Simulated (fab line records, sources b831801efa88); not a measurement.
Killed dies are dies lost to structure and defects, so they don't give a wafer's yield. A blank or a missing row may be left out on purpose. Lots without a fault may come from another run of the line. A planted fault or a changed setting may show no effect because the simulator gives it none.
Chamber matching | flow sfq_line | SFQ_TRILAYER_I4_CMP_CMP_100 on cmp-02: 3 sister chambers
The step polishes SiO2. 6 wafers are shown with their chamber, then 4 later ones without.

WAFERS WITH THEIR CHAMBER
wafer  | chamber | motor_current_A (A) | time_to_endpoint_s (s)
L632.1 | 3       | 11.9                | 214
L634.2 | 0       | 9.9                 | 218
L634.6 | 3       | 12.1                | 224
L635.4 | 2       | 8.7                 | 227
L635.1 | 0       | 9.7                 | 209
L635.5 | 2       | 8.7                 | 227

WAFERS WITHOUT THEIR CHAMBER
wafer  | motor_current_A (A) | time_to_endpoint_s (s)
L637.4 | 8.9                 | 223
L637.3 | 9.9                 | 224
L643.1 | 12.2                | 215
L645.6 | 11.8                | 222

WHICH CHAMBER EACH WENT THROUGH
wafer  | from the rows above | in truth
L637.4 | 2                   | 2
L637.3 | 0                   | 0
L643.1 | 3                   | 3
L645.6 | 3                   | 3
Placed correctly: 4 of 4. Can't be placed from these rows: 0. Placed wrongly: 0.
How it was worked out, from the rows above alone: a wafer's distance from a chamber is the root of the sum, over the readings, of the square of ((its reading less the chamber's mean) divided by the reading's scatter). The wafer belongs to the nearest chamber; if the next one is less than 2 further off, it can't be placed. A chamber's mean is the mean of its shown wafers. The scatter: the root of (the sum of the squares of (reading less its chamber's mean) over the shown wafers, divided by (wafers less chambers)).
